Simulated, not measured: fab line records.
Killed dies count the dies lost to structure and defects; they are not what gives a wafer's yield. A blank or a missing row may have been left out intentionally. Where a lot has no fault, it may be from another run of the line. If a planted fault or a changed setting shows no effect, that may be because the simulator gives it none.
Chamber matching | flow gf180mcu | 4 sister chambers for GF_STI_ETCH_14 on rie-si-01
The step etches Si in HBr/Cl2/O2, target depth 360 nm, time 102.9 s. 8 wafers are shown with their chamber, then 8 later ones without.

## WAFERS PAIRED WITH THEIR CHAMBERS
wafer  | chamber | throttle-valve-pct (%) | oes-product-au (a.u.)
L225.3 | 2       | 25.655                 | 0.992
L228.3 | 2       | 25.668                 | 1.000
L228.4 | 1       | 25.653                 | 1.011
L228.6 | 1       | 25.655                 | 1.004
L238.2 | 3       | 25.643                 | 1.006
L238.3 | 0       | 25.657                 | 1.012
L238.4 | 3       | 25.643                 | 1.011
L241.2 | 0       | 25.663                 | 1.000

## WAFERS WHOSE CHAMBER IS MISSING
wafer  | throttle-valve-pct (%) | oes-product-au (a.u.)
L241.4 | 25.664                 | 0.999
L241.6 | 25.637                 | 1.013
L243.1 | 25.654                 | 0.994
L243.4 | 25.656                 | 1.000
L243.6 | 25.667                 | 0.996
L244.1 | 25.650                 | 1.007
L244.3 | 25.642                 | 1.004
L244.5 | 25.664                 | 1.006

## CHAMBER TAKEN BY EACH
wafer  | from the rows above               | in truth
L241.4 | can't be placed: 2 or 0 or 1      | 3
L241.6 | 3                                 | 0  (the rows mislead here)
L243.1 | can't be placed: 2 or 1 or 0 or 3 | 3
L243.4 | can't be placed: 2 or 0 or 1 or 3 | 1
L243.6 | can't be placed: 2 or 0           | 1
L244.1 | can't be placed: 1 or 3 or 0      | 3
L244.3 | can't be placed: 3 or 1           | 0
L244.5 | can't be placed: 0 or 2 or 1      | 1
Correctly placed: 0 of 8. Not placeable from these rows: 7 (in 4, the candidates include the true chamber). Wrongly placed: 1.
How it was worked out, from the rows above alone: a wafer's distance from a chamber is the root of the sum, over the readings, of the square of ((its reading less the chamber's mean) divided by the reading's scatter). If the next closest chamber is less than 2 further off than the closest, the wafer can't be placed; otherwise it belongs to the closest. The mean given for a chamber averages the wafers shown for that chamber. The scatter: take each reading less its chamber's mean, square it, sum over the shown wafers, divide by the number of wafers less the number of chambers, and take the root.
